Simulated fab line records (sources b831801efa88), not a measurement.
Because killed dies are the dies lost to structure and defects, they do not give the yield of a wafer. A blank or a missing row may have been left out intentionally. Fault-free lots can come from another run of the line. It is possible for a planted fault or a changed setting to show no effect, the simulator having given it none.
8D (eight disciplines) problem report, filled in by code | flow sky130 | the parts of the form that need people (team, actions taken, sign-off) are left out

## 1. WHAT IS WRONG
Mean of rf fwd power W at SKY_FIELD_ISO_ETCH_14: 414.7 W across 9 wafers in 3 lots; on wafers with no fault it is 495.3 W (standard deviation 2.1). Measured from the usual mean, that is -38 standard deviations.
The step: etches BARC in N2/H2, stops on SiO2, time 45.9 s, target depth 60 nm.
Seen first at day 3 11:52 on rie diel-03, wafer L216.2. The record holds 33 wafers of 11 lots with a number at this step. Rule for "out" (also "out of limits"): further than 4 standard deviations from the usual mean. The other wafers with a number count as sound.

## 2. WHAT IT IS, AND WHAT IT ISN'T
question                    | is                     | is not
which readings at this step | rf fwd power W         | chamber pressure mTorr, drypump motor current A, oes product au, throttle valve pct
which lots                  | L216, L218, L219       | L210, L214, L227, L229, L230, L231, L232, L233
which wafers of those lots  | all that have a number | -
read on which tools         | rie diel-03            | rie diel-01, rie diel-04
when                        | from day 3 11:52       | up to then (6 sound wafers); but 18 sound wafers of L227, L229, L230, L231, L232, L233 came after

## 3. WHAT RULES OUT EACH SUSPECT
Counting: a tool stays on the suspect list if, at a process step up to the reading, it processed all lots that are out and no sound lot following the first of them.
- rie diel-03 at SKY_FIELD_ISO_ETCH_14 (etches BARC in N2/H2, stops on SiO2, time 45.9 s, target depth 60 nm): ruled out as a lasting fault. Following L216 (day 3 11:52), the first lot on it that is out, the sound lots L229, L231 were run on it.
Left after counting: nothing in the record.

## 4. THE CAUSE (what the simulator had put in)
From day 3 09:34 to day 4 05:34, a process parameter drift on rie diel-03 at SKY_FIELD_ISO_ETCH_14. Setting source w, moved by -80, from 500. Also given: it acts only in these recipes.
Counting ruled it out, wrongly.

## 5. SEQUENCE OF EFFECTS, ordered by route
Each row: a reading where the mean over the struck wafers with a number is more than 3 standard deviations away from the usual. Only readings whose record carries a usual standard deviation are examined. hours: median over the lots of the time between each lot's start at the first step of this table that gives one and its start at this step. sigmas: the change, counted in usual standard deviations.
hours | step                   | reading                  | usual   | on struck wafers | change | sigmas
0     | SKY_FIELD_ISO_ETCH_14  | rf fwd power W           | 495.3 W | 414.7            | -80.6  | -38
0     | SKY_FIELD_ISO_STRIP_16 | strip time to endpoint s | 3.557 s | 3.629            | +0.072 | +3.1
It contains these process steps:
- SKY_FIELD_ISO_ETCH_14: etches BARC in N2/H2, stops on SiO2, time 45.9 s, target depth 60 nm.
- SKY_FIELD_ISO_STRIP_16: strips in O2/N2.
At these later measuring or inspecting steps, every struck wafer for which the step has a row has a number for every such reading, and none has moved that far: SKY_SD_P_CD_MEAS_07.

## 6. WHAT WOULD HAVE CAUGHT IT SOONER
2 hours passed between the start of the fault at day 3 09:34 and the first reading out of limits in this record, taken at day 3 11:52.
